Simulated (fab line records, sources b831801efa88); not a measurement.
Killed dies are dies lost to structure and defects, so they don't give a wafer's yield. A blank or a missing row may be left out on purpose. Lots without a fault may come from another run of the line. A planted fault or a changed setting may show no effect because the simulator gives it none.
A struck lot beside a sound one | flow gf180mcu | 14 steps out of a route of 602
Sound: wafers L441.2, L441.3, L441.5. Struck: wafers L450.1, L450.3, L450.6. The cause comes at the end.
At each step with rows: each side's tool, then ch and its chambers, then its first start. Under that, the readings that differ: sound wafers | struck wafers | difference of the means | sigmas: that difference in standard deviations of wafers without a fault.
alike: readings whose means differ by less than 2 such deviations, and words and numbers that are the same on both sides. not compared: withheld readings, readings that some wafer has no value for, bounds like >300 that may hide the same value, and numbers for which the record gives no deviation and whose values overlap.
The two part at a step that has a row with sigmas, a row that says differs or no value, or rows on one side only. Numbers that don't overlap but have no deviation are shown without sigmas and don't part them. A reading that every wafer of one side lacks parts them only if that side has two wafers or more.

first, 1 step without rows for these wafers: GF_CONTACT_CMP_27 (polishes, stops on SiO2, t overpolish 15 s, target thk 0 nm).
GF_M1_SPUTTER_00: material Ti, target thk 37.5 nm, time 150 s.
  sound on pvd_sputter-04, day 16 16:53; struck on pvd_sputter-01, day 20 10:20
  alike: throttle_valve_pct
GF_M1_SPUTTER_01: material TiN, target thk 30 nm, time 25 s.
  sound on pvd_sputter-04, day 16 16:59; struck on pvd_sputter-01, day 20 10:26
  alike: throttle_valve_pct
GF_M1_SPUTTER_02: material AlCu, target thk 450 nm, time 23.9 s.
  sound on pvd_sputter-04, day 16 17:01; struck on pvd_sputter-01, day 20 10:28
  alike: throttle_valve_pct
GF_M1_SPUTTER_03: material Ti, target thk 10 nm, time 6.7 s.
  sound on pvd_sputter-04, day 16 17:02; struck on pvd_sputter-01, day 20 10:29
  alike: throttle_valve_pct
GF_M1_SPUTTER_04: material TiN, target thk 50 nm, time 41.7 s.
  sound on pvd_sputter-04, day 16 17:04; struck on pvd_sputter-01, day 20 10:31
  alike: throttle_valve_pct
GF_M1_RS_MEAS_05: measures by four-point-probe.
  sound on film_metro-01, day 16 17:07; struck on film_metro-01, day 20 10:33
  alike: M1_ALCU_RS
GF_M1_THK_MEAS_06: measures by xrf.
  sound on film_metro-01, day 16 17:14; struck on film_metro-01, day 20 10:40
  reading          | sound       | struck      | difference | sigmas
  M1_ALCU_THK (nm) | 456 458 454 | 441 447 446 | -11        | -2
then, 4 steps without rows for these wafers: GF_M1_DEHYDRATE_07 (time 60 s); GF_M1_HMDS_08 (prime time 60 s); GF_M1_COAT_09 (resist thk 1000 nm); GF_M1_SOFTBAKE_10 (time 60 s).
GF_M1_EXPOSE_11: exposes mask Metal1, target cd 230 nm.
  sound on krf_scanner-01 ch 0, day 17 04:36; struck on krf_scanner-01, day 20 22:25
  no value came back on the struck wafers for exposure_dose_mJ_cm2, focus_offset_nm (nm), reticle_temp_C (C); on the sound wafers exposure_dose_mJ_cm2 reads 28.03 28.04 28.00
  alike: mask
then, 1 step without rows for these wafers: GF_M1_PEB_12 (peb time 90 s).

WHERE THEY PART
First at GF_M1_THK_MEAS_06; last, within this record, at GF_M1_EXPOSE_11.

WHY: what the simulator had put in
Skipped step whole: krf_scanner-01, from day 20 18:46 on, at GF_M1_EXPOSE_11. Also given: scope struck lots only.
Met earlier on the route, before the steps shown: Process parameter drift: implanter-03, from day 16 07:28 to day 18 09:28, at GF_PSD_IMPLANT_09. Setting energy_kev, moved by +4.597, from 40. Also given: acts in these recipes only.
